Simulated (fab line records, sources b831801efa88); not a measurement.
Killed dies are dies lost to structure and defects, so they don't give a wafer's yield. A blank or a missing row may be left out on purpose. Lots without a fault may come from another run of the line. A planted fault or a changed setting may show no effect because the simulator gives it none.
fab line records | flow sky130
record lots=13 wafers=38 last_day=49
route steps=708 shown CONTACT@425 VIA1@470 METAL3@560
lots that met no fault: from a run of the same line without faults
start_h: hours from the record's first day to the start of the lot's first wafer shown | wait_h: hours since the lot's step before | " the same as in the row above | L1.1+2: a row that stands for several wafers | - no value, or no start given | * or withheld: withheld | < > ~ a bound
route shown NAME@n: a module of which the file shows steps, and the number in the route of the first | usual: mean/standard deviation of fault-free wafers | same: alike in all rows | chamber/n: place in a boat | sites: the reading at each site | _std_site: their standard deviation | _edge_site: outer sites' mean less inner sites' | radius_mm: how far each site lies from the wafer's centre | mask NAME#n: copy n | behind: the tool/chamber that last shaped the wafer | hold: why the lot was held/for how many hours/how that ended | device: the transistor (n, p or np) that didn't switch | end of line: the same wafers' tests at the end of the route | a step without rows: its recipe alone | killed: dies lost to structure and defects at the first sort, not the wafer's yield | map: a wafer's dies, x killed, . not, _ none there
set.NAME: the setting as run; set.NAME@STEP: as run at that earlier step | model.NAME: the simulator's own value behind a step, which no gauge read
steps of the route over a sample of lots; a table a step, a row a wafer
services: from which hour (start_h, from the record's first day; less than 0 if before it) a tool's chamber was out of use, for how many hours, and why
## steps
# step SKY_CONTACT_STRIP_19
# recipe chemistry=O2/N2 power_w=1400 pressure_mtorr=1500 platen_temp_c=withheld o2_flow_sccm=3000 n2_flow_sccm=300 overash_fraction=0.5
# usual chamber_pressure_mTorr=1499.9/1.2 drypump_motor_current_A=5.65/0.23 n2_flow_sccm=299.9/0.91 oes_product_au=0.380/0.0045 strip_time_to_endpoint_s=3.61/0.047
# same overash_fraction=0.5
# columns lot.wafer tool chamber start_h wait_h chamber_pressure_mTorr drypump_motor_current_A n2_flow_sccm oes_product_au rf_hours_counter_h strip_time_to_endpoint_s
L189.1 plasma_asher-02 1 746.91 - 1500.3 5.50 298.5 0.379 0 3.61
L189.5 " 1 " " 1499.7 5.47 299.9 0.371 - 3.55
L189.6 " 0 " " 1500.4 5.34 299.5 0.376 - 3.53
L188.2 plasma_asher-02 0 750.31 - 1502.5 5.36 298.8 0.380 1 3.58
L188.3 " 0 " " 1499.9 5.36 298.4 0.382 - 3.63
L188.6 " 0 " " 1498.5 5.34 300.3 0.373 - 3.60
L193.1 plasma_asher-02 1 775.26 - 1500.9 5.47 300.9 0.382 4 3.64
L193.2 " 0 " " 1499.5 5.34 299.9 0.385 4 3.55
L193.3 " 0 " " 1501.5 5.35 298.9 0.383 - 3.54
L191.1 plasma_asher-02 1 776.41 - 1498.7 5.46 300.5 0.373 4 3.54
L191.3 " 0 " " 1500.4 5.35 299.7 0.375 - 3.57
L191.6 " 1 " " 1500.4 5.48 300.6 0.382 - 3.56
L192.1 plasma_asher-03 0 777.54 - 1498.4 6.02 299.4 0.383 30 3.55
L192.4 " 1 " " 1498.8 5.65 299.3 0.379 - 3.63
L192.6 " 1 " " 1500.0 5.63 299.6 0.379 - 3.56
L195.1 plasma_asher-01 0 807.81 - 1499.6 5.73 299.6 0.386 101 3.67
L195.3 " 0 " " 1499.6 5.72 300.4 0.380 - 3.63
L195.5 " 0 " " 1498.8 5.73 301.6 0.380 - 3.68
L197.1 plasma_asher-01 1 823.66 - 1498.6 5.90 299.5 0.382 103 3.56
L197.5 " 0 " " 1501.4 5.71 299.8 0.383 - 3.58
L197.6 " 1 " " 1500.5 5.88 299.5 0.378 - 3.54
L196.3 plasma_asher-01 0 826.54 - 1500.2 5.74 299.3 0.377 - 3.59
L196.4 " 1 " " 1500.1 5.89 298.2 0.382 - 3.63
L196.5 " 0 " " 1501.2 5.73 300.4 0.383 - 3.56
L199.1 plasma_asher-01 1 830.28 - 1500.0 5.91 301.7 0.388 104 3.65
L199.3 " 1 " " 1500.5 5.89 301.1 0.378 - 3.60
L199.5 " 1 " " 1500.2 5.90 299.8 0.378 - 3.63
L198.1 plasma_asher-02 1 834.21 - 1499.8 5.47 301.1 0.376 9 3.57
L198.2 " 0 " " 1498.8 5.35 301.2 0.383 9 3.67
L198.6 " 1 " " 1499.5 5.47 299.9 0.387 - 3.63
L202.3 plasma_asher-01 1 852.94 - 1500.5 5.90 300.7 0.373 - 3.53
L202.4 " 0 " " 1503.6 5.71 299.1 0.380 - 3.61
L202.6 " 1 " " 1499.6 5.88 299.9 0.379 - 3.62
L201.2 plasma_asher-02 0 856.29 - 1500.1 5.36 300.2 0.381 12 3.66
L201.5 " 1 " " 1501.0 5.49 299.3 0.386 - 3.65
L201.6 " 0 " " 1499.2 5.35 300.4 0.388 - 3.67
L205.1 plasma_asher-02 0 869.00 - 1500.5 5.35 299.8 0.373 13 3.65
L205.2 " 1 " " 1500.0 5.50 301.2 0.376 13 3.58
# step SKY_VIA1_CD_MEAS_12
# recipe target_cd_nm=150
# usual cd_nm=150.3/1.7
# columns lot.wafer tool chamber start_h wait_h cd_nm
L189.1 cd_sem-02 - 804.82 - 149.4
L189.5 " - " " 147.5
L189.6 " - " " 149.2
L188.2 cd_sem-02 - 809.04 - 151.0
L188.3 " - " " 150.7
L188.6 " - " " 150.9
L193.1 cd_sem-02 - 832.13 - 149.8
L193.2 " - " " 149.1
L193.3 " - " " 149.7
L191.1 cd_sem-02 - 832.97 - 152.2
L191.3 " - " " 149.8
L191.6 " - " " 151.2
L192.1 cd_sem-01 - 834.68 - 151.6
L192.4 " - " " 151.5
L192.6 " - " " 153.9
L195.1 cd_sem-01 - 863.83 - 147.1
L195.3 " - " " 149.3
L195.5 " - " " 149.7
L197.1 cd_sem-01 - 879.05 - 150.1
L197.5 " - " " 148.8
L197.6 " - " " 146.5
L196.3 cd_sem-01 - 882.06 - 150.7
L196.4 " - " " 148.2
L196.5 " - " " 150.1
L199.1 cd_sem-02 - 885.40 - 151.2
L199.3 " - " " 150.2
L199.5 " - " " 150.3
L198.1 cd_sem-01 - 889.92 - 150.4
L198.2 " - " " 150.9
L198.6 " - " " 152.3
L202.3 cd_sem-02 - 907.91 - 152.4
L202.4 " - " " 151.7
L202.6 " - " " 151.8
L201.2 cd_sem-02 - 910.65 - 148.2
L201.5 " - " " 148.8
L201.6 " - " " 147.4
L205.1 cd_sem-01 - 923.47 - 153.0
L205.2 " - " " 151.2
# step SKY_VIA1_OVL_MEAS_13
# usual VIA1_OVL=-1/6.6
# columns lot.wafer tool chamber start_h wait_h VIA1_OVL[nm]
L189.1 overlay-01 - 804.94 0.1 -5
L189.5 " - " " 1
L189.6 " - " " 6
L188.2 overlay-01 - 809.15 0.1 -12
L188.3 " - " " -8
L188.6 " - " " -14
L193.1 overlay-01 - 832.25 0.1 5
L193.2 " - " " -9
L193.3 " - " " 1
L191.1 overlay-01 - 833.09 0.1 -9
L191.3 " - " " -3
L191.6 " - " " 2
L192.1 overlay-02 - 834.80 0.1 8
L192.4 " - " " -3
L192.6 " - " " 2
L195.1 overlay-01 - 863.95 0.1 0
L195.3 " - " " 4
L195.5 " - " " 3
L197.1 overlay-01 - 879.17 0.1 8
L197.5 " - " " 11
L197.6 " - " " 5
L196.3 overlay-01 - 882.15 0.1 9
L196.4 " - " " 5
L196.5 " - " " 11
L199.1 overlay-02 - 885.52 0.1 -11
L199.3 " - " " -14
L199.5 " - " " -10
L198.1 overlay-01 - 890.04 0.1 -5
L198.2 " - " " 0
L198.6 " - " " 2
L202.3 overlay-02 - 908.00 0.1 -1
L202.4 " - " " 4
L202.6 " - " " 2
L201.2 overlay-01 - 910.76 0.1 -11
L201.5 " - " " -14
L201.6 " - " " -13
L205.1 overlay-02 - 923.59 0.1 6
L205.2 " - " " 3
# step SKY_METAL3_EXPOSE_10
# recipe mask_id=MM3 na=0.68 source_shape=annular sigma_inner=0.4 sigma_outer=0.8 target_cd_nm=300 dose_mj=28
# same sigma_outer=0.8
# columns lot.wafer tool chamber start_h wait_h mask
L189.1+5+6 krf_scanner-02 0 902.20 - MM3#0
L188.2+3+6 krf_scanner-01 0 906.62 - MM3#0
L193.1+2+3 krf_scanner-02 0 928.15 - MM3#0
L191.1+3+6 krf_scanner-02 0 929.25 - MM3#0
L192.1+4+6 krf_scanner-01 0 930.18 - MM3#0
L195.1+3+5 krf_scanner-02 0 956.48 - MM3#0
L197.1+5+6 krf_scanner-02 0 971.54 - MM3#0
L196.3+4+5 krf_scanner-02 0 973.89 - MM3#0
L199.1+3+5 krf_scanner-01 0 976.91 - MM3#0
L198.1+2+6 krf_scanner-02 0 981.36 - MM3#0
L202.3+4+6 krf_scanner-01 0 999.26 - MM3#0
L201.2+5+6 krf_scanner-02 0 1000.45 - MM3#0
L205.1+2 krf_scanner-01 0 1014.57 - MM3#0
# step SKY_METAL3_CD_MEAS_13
# recipe target_cd_nm=300
# usual cd_nm=300.0/1.2
# columns lot.wafer tool chamber start_h wait_h cd_nm
L189.1 cd_sem-02 - 914.87 - 299.4
L189.5 " - " " 300.7
L189.6 " - " " 300.0
L188.2 cd_sem-01 - 919.07 - 298.7
L188.3 " - " " 299.0
L188.6 " - " " 298.4
L193.1 cd_sem-02 - 941.03 - 301.9
L193.2 " - " " 301.5
L193.3 " - " " 300.5
L191.1 cd_sem-02 - 941.84 - 300.6
L191.3 " - " " 299.2
L191.6 " - " " 300.0
L192.1 cd_sem-02 - 943.03 - 302.1
L192.4 " - " " 301.7
L192.6 " - " " 301.6
L195.1 cd_sem-01 - 969.13 - 299.4
L195.3 " - " " 300.1
L195.5 " - " " 299.8
L197.1 cd_sem-01 - 982.73 - 300.3
L197.5 " - " " 302.1
L197.6 " - " " 300.4
L196.3 cd_sem-02 - 985.95 - 300.5
L196.4 " - " " 299.9
L196.5 " - " " 300.2
L199.1 cd_sem-01 - 988.23 - 299.2
L199.3 " - " " 301.1
L199.5 " - " " 300.6
L198.1 cd_sem-02 - 993.86 - 301.0
L198.2 " - " " 300.0
L198.6 " - " " 300.0
L202.3 cd_sem-01 - 1011.36 - 300.5
L202.4 " - " " 300.2
L202.6 " - " " 300.3
L201.2 cd_sem-02 - 1012.30 - 298.8
L201.5 " - " " 299.7
L201.6 " - " " 299.3
L205.1 cd_sem-02 - 1024.68 - 234.5
L205.2 " - " " 299.0
## services
# columns tool chamber start_h hours kind
plasma_asher-02 - 733.75 9.0 pm
krf_scanner-02 - 736.14 1.3 pm
krf_scanner-02 - 741.89 0.8 pm
krf_scanner-01 - 760.06 1.3 pm
krf_scanner-01 - 763.79 1.0 pm
krf_scanner-02 - 786.16 3.6 pm
plasma_asher-01 - 796.90 1.2 repair
krf_scanner-01 - 809.39 4.4 pm
krf_scanner-01 - 817.29 2.5 repair
krf_scanner-02 - 819.80 1.0 pm
krf_scanner-01 - 825.37 0.8 pm
krf_scanner-02 - 847.89 4.4 pm
krf_scanner-02 - 857.54 2.8 repair
krf_scanner-01 - 888.13 4.5 repair
plasma_asher-02 - 907.00 2.8 pm
krf_scanner-02 - 910.69 0.8 pm
krf_scanner-02 - 912.06 1.3 pm
krf_scanner-01 - 913.39 4.0 pm
plasma_asher-02 - 932.49 1.5 repair
krf_scanner-01 - 932.79 1.0 pm
krf_scanner-01 - 935.96 1.3 pm
plasma_asher-02 - 937.08 7.5 repair
krf_scanner-02 - 954.57 0.4 repair
krf_scanner-02 - 987.84 1.0 pm
## key
first_sign step=SKY_METAL3_CD_MEAS_13 reading=cd_nm direction=down sigmas=54 usual=300.0 struck=234.5
effect none on later readings
met_at SKY_METAL3_EXPOSE_10
struck_lots L205
struck_wafers L205.1
later_rows_left_out L205.1
sort_left_out L205.1
not_acting_at SKY_CONTACT_STRIP_19,SKY_VIA1_CD_MEAS_12,SKY_VIA1_OVL_MEAS_13
onset_between 999.26 1014.57
fault kind=process_parameter_drift tool=krf_scanner-01 chamber=- onset_h=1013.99 steps=SKY_METAL3_EXPOSE_10 channel=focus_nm offset=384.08 shape=step end_h=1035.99 scope=struck_wafers_only
# sort_left_out: the simulated sort isn't trusted on such a fault, so these wafers' sort isn't shown, and their yield isn't known
# later_rows_left_out: the simulator's readings of these wafers behind a module that went badly wrong aren't trusted and aren't shown, but for the sort
